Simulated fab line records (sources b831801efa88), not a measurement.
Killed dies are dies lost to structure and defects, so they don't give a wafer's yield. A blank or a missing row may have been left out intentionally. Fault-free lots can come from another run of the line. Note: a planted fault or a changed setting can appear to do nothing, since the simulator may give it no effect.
What tool caused it? :: flow gf180mcu :: 10 lots with 30 wafers sampled at 6 steps, on a route of 602 steps

== WHAT THE GAUGES SHOWED, per wafer ==
GF_V2_RS_MEAS_24: a four-point-probe measurement.
lot: L591
measured: day 20 05:37
on: film-metro-04
V2_W_RS (ohm/sq): 0.329 0.335 0.333

lot: L595
measured: day 21 23:35
on: film-metro-01
V2_W_RS (ohm/sq): 0.326 0.321 0.326

lot: L600
measured: day 23 11:15
on: film-metro-04
V2_W_RS (ohm/sq): 0.328 0.328 0.328

lot: L601
measured: day 24 04:48
on: film-metro-03
V2_W_RS (ohm/sq): 0.325 0.326 0.322

lot: L603
measured: day 24 11:30
on: film-metro-03
V2_W_RS (ohm/sq): 0.329 0.325 0.329

lot: L605
measured: day 25 09:39
on: film-metro-03
V2_W_RS (ohm/sq): 0.325 0.328 0.331

lot: L607
measured: day 26 05:44
on: film-metro-04
V2_W_RS (ohm/sq): 0.335 0.331 0.331

lot: L610
measured: day 27 05:31
on: film-metro-01
V2_W_RS (ohm/sq): 0.333 0.331 0.328

lot: L613
measured: day 27 22:31
on: film-metro-04
V2_W_RS (ohm/sq): 0.321 0.324 0.323

lot: L614
measured: day 28 02:30
on: film-metro-01
V2_W_RS (ohm/sq): 0.324 0.323 0.328

GF_V3_RS_MEAS_24: a four-point-probe measurement.
lot: L591
measured: day 22 08:35
on: film-metro-01
V3_W_RS (ohm/sq): 0.331 0.328 0.330

lot: L595
measured: day 23 23:46
on: film-metro-02
V3_W_RS (ohm/sq): 0.327 0.326 0.324

lot: L600
measured: day 25 10:12
on: film-metro-02
V3_W_RS (ohm/sq): 0.329 0.337 0.328

lot: L601
measured: day 26 02:37
on: film-metro-02
V3_W_RS (ohm/sq): 0.329 0.330 0.327

lot: L603
measured: day 26 10:00
on: film-metro-02
V3_W_RS (ohm/sq): 0.283 0.328 0.283 0.283 0.327 0.282

lot: L605
measured: day 27 06:57
on: film-metro-02
V3_W_RS (ohm/sq): 0.282 0.322 0.324 0.281 0.322 0.324

lot: L607
measured: day 28 01:35
on: film-metro-02
V3_W_RS (ohm/sq): 0.325 0.281 0.329 0.326 0.281 0.329

lot: L610
measured: day 29 00:16
on: film-metro-02
V3_W_RS (ohm/sq): 0.323 0.325 0.324

lot: L613
measured: day 29 14:28
on: film-metro-02
V3_W_RS (ohm/sq): 0.329 0.327 0.325

lot: L614
measured: day 29 19:08
on: film-metro-02
V3_W_RS (ohm/sq): 0.324 0.323 0.319

GF_V3_THK_MEAS_25: measures by xrf.
lot: L591
measured: day 22 08:43
on: film-metro-01
V3_W_THK (nm): 336 337 336

lot: L595
measured: day 23 23:52
on: film-metro-02
V3_W_THK (nm): 340 339 341

lot: L600
measured: day 25 10:19
on: film-metro-02
V3_W_THK (nm): 337 327 334

lot: L601
measured: day 26 02:44
on: film-metro-02
V3_W_THK (nm): 334 335 337

lot: L603
measured: day 26 13:17
on: film-metro-02
V3_W_THK (nm): 384 338 387 384 334 386

lot: L605
measured: day 27 08:32
on: film-metro-02
V3_W_THK (nm): 388 341 339 387 340 336

lot: L607
measured: day 28 05:18
on: film-metro-02
V3_W_THK (nm): 336 388 334 335 389 331

lot: L610
measured: day 29 00:23
on: film-metro-02
V3_W_THK (nm): 339 338 337

lot: L613
measured: day 29 14:35
on: film-metro-02
V3_W_THK (nm): 331 335 336

lot: L614
measured: day 29 19:16
on: film-metro-02
V3_W_THK (nm): 337 339 342

== EACH LOT AND THE TOOL THAT RAN IT (in order: tool; ch and the chambers of the sampled wafers; start) ==
lot: L591
GF_V2_SPUTTER_21: pvd-sputter-02, day 20 05:24
GF_V2_SPUTTER_22: pvd-sputter-02, day 20 05:28
GF_V3_CVD_23: cvd-w-01 ch 0,1, day 22 08:29

lot: L595
GF_V2_SPUTTER_21: pvd-sputter-02, day 21 23:20
GF_V2_SPUTTER_22: pvd-sputter-02, day 21 23:24
GF_V3_CVD_23: cvd-w-02 ch 0, day 23 23:34

lot: L600
GF_V2_SPUTTER_21: pvd-sputter-03, day 23 11:02
GF_V2_SPUTTER_22: pvd-sputter-03, day 23 11:06
GF_V3_CVD_23: cvd-w-01 ch 0, day 25 10:05

lot: L601
GF_V2_SPUTTER_21: pvd-sputter-03, day 24 04:35
GF_V2_SPUTTER_22: pvd-sputter-03, day 24 04:39
GF_V3_CVD_23: cvd-w-02 ch 0,1, day 26 02:30

lot: L603
GF_V2_SPUTTER_21: pvd-sputter-03, day 24 11:17
GF_V2_SPUTTER_22: pvd-sputter-03, day 24 11:21
GF_V3_CVD_23: cvd-w-02 ch 0,1, day 26 09:53

lot: L605
GF_V2_SPUTTER_21: pvd-sputter-03, day 25 09:25
GF_V2_SPUTTER_22: pvd-sputter-03, day 25 09:28
GF_V3_CVD_23: cvd-w-02 ch 0,1, day 27 06:49

lot: L607
GF_V2_SPUTTER_21: pvd-sputter-02, day 26 05:29
GF_V2_SPUTTER_22: pvd-sputter-02, day 26 05:33
GF_V3_CVD_23: cvd-w-02 ch 0,1, day 28 01:29

lot: L610
GF_V2_SPUTTER_21: pvd-sputter-03, day 27 05:17
GF_V2_SPUTTER_22: pvd-sputter-03, day 27 05:21
GF_V3_CVD_23: cvd-w-01 ch 0,1, day 29 00:10

lot: L613
GF_V2_SPUTTER_21: pvd-sputter-03, day 27 22:18
GF_V2_SPUTTER_22: pvd-sputter-03, day 27 22:22
GF_V3_CVD_23: cvd-w-01 ch 0,1, day 29 14:21

lot: L614
GF_V2_SPUTTER_21: pvd-sputter-04, day 28 02:17
GF_V2_SPUTTER_22: pvd-sputter-04, day 28 02:21
GF_V3_CVD_23: cvd-w-01 ch 0,1, day 29 19:02
- GF_V2_SPUTTER_21: material Ti, target thk 15 nm, time 80.02 s.
- GF_V2_SPUTTER_22: material TiN, target thk 10 nm, time 40 s.
- GF_V3_CVD_23: deposits W, target thk 350 nm, time 104.9 s.

== AS READ BY THE TOOLS THEMSELVES (means over the sampled wafers that have a number; for cases with no such wafer, the mark the record gives instead) ==
GF_V2_SPUTTER_21.
lot: L591
tool: pvd-sputter-02
chamber-pressure-pa (Pa): 5.000
throttle-valve-pct (%): 29.7

lot: L595
tool: pvd-sputter-02
chamber-pressure-pa (Pa): 5.005
throttle-valve-pct (%): 30.2

lot: L600
tool: pvd-sputter-03
chamber-pressure-pa (Pa): 5.003
throttle-valve-pct (%): 30.3

lot: L601
tool: pvd-sputter-03
chamber-pressure-pa (Pa): 5.002
throttle-valve-pct (%): 30.4

lot: L603
tool: pvd-sputter-03
chamber-pressure-pa (Pa): 5.005
throttle-valve-pct (%): 30.2

lot: L605
tool: pvd-sputter-03
chamber-pressure-pa (Pa): 4.994
throttle-valve-pct (%): 30.2

lot: L607
tool: pvd-sputter-02
chamber-pressure-pa (Pa): 4.993
throttle-valve-pct (%): 30.4

lot: L610
tool: pvd-sputter-03
chamber-pressure-pa (Pa): 4.988
throttle-valve-pct (%): 29.8

lot: L613
tool: pvd-sputter-03
chamber-pressure-pa (Pa): 4.998
throttle-valve-pct (%): 30.0

lot: L614
tool: pvd-sputter-04
chamber-pressure-pa (Pa): 5.006
throttle-valve-pct (%): 30.2

GF_V2_SPUTTER_22.
lot: L591
tool: pvd-sputter-02
chamber-pressure-pa (Pa): 4.998
throttle-valve-pct (%): 29.6

lot: L595
tool: pvd-sputter-02
chamber-pressure-pa (Pa): 5.003
throttle-valve-pct (%): 30.1

lot: L600
tool: pvd-sputter-03
chamber-pressure-pa (Pa): 4.995
throttle-valve-pct (%): 30.3

lot: L601
tool: pvd-sputter-03
chamber-pressure-pa (Pa): 5.007
throttle-valve-pct (%): 30.3

lot: L603
tool: pvd-sputter-03
chamber-pressure-pa (Pa): 4.981
throttle-valve-pct (%): 30.3

lot: L605
tool: pvd-sputter-03
chamber-pressure-pa (Pa): 4.998
throttle-valve-pct (%): 30.1

lot: L607
tool: pvd-sputter-02
chamber-pressure-pa (Pa): 5.001
throttle-valve-pct (%): 30.3

lot: L610
tool: pvd-sputter-03
chamber-pressure-pa (Pa): 4.984
throttle-valve-pct (%): 30.0

lot: L613
tool: pvd-sputter-03
chamber-pressure-pa (Pa): 5.001
throttle-valve-pct (%): 30.0

lot: L614
tool: pvd-sputter-04
chamber-pressure-pa (Pa): 4.986
throttle-valve-pct (%): 30.2

GF_V3_CVD_23.
lot: L591
tool: cvd-w-01
heater-power-w (W): 864
susceptor-temp-C (C): 400.18

lot: L595
tool: cvd-w-02
heater-power-w (W): 905
susceptor-temp-C (C): 400.00

lot: L600
tool: cvd-w-01
heater-power-w (W): 890
susceptor-temp-C (C): 400.03

lot: L601
tool: cvd-w-02
heater-power-w (W): 862
susceptor-temp-C (C): 399.76

lot: L603
tool: cvd-w-02
heater-power-w (W): 809
susceptor-temp-C (C): 405.50

lot: L605
tool: cvd-w-02
heater-power-w (W): 861
susceptor-temp-C (C): 402.84

lot: L607
tool: cvd-w-02
heater-power-w (W): 871
susceptor-temp-C (C): 402.47

lot: L610
tool: cvd-w-01
heater-power-w (W): 863
susceptor-temp-C (C): 399.88

lot: L613
tool: cvd-w-01
heater-power-w (W): 853
susceptor-temp-C (C): 399.87

lot: L614
tool: cvd-w-01
heater-power-w (W): 836
susceptor-temp-C (C): 400.10

== THE ANSWER, worked out from the rows above alone ==
Rule: the usual values come from the lots themselves. The widest of any qualifying gaps counts: lots, ordered by their means at a reading, are off when they make up no more than a third of the lots, leave a main group of 4 or more, and stand apart from it by 3 or more times the standard deviation of that group's means. The tables above print the reading to a certain number of digits; a main group whose means all agree to those digits is not used. Also off: a lot with no number at a reading for which 4 or more lots have one. Any other lot the step has rows for is counted as sound. After the gauges, taken in route order, come the tools' own readings; for these a lot's mean is taken, as printed above. The first step at which some lot is off is used, and at that step the reading that is off furthest; a lot without a number counts as furthest.
Off: L603, L605, L607, at GF_V3_RS_MEAS_24 (V3_W_RS). The main group has a mean of 0.327 ohm/sq with a standard deviation of 0.003.
A tool fits if, at a process step before that reading, it ran every lot that is off, and no sound lot after the first of them. The gauges at GF_V3_RS_MEAS_24 aren't tried: what is off there is off at GF_V3_CVD_23 too, on other tools, and a gauge's error can't cause that. One fits: cvd-w-02 at GF_V3_CVD_23. A fault onset in the window from L601 (day 26 02:30, its last sound lot) to L603 (day 26 09:53, its first lot off) fits.
On the lots that are off, the tool's own readings at GF_V3_CVD_23 differ by more than 5 times the standard deviation of the sound lots' means, which bears it out; susceptor-temp-C reads 403.60 C there versus 399.97 C on the sound lots.

== WHAT THE SIMULATOR HAD PUT IN ==
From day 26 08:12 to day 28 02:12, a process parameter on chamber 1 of cvd-w-02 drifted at GF_V3_CVD_23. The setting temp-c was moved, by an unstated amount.
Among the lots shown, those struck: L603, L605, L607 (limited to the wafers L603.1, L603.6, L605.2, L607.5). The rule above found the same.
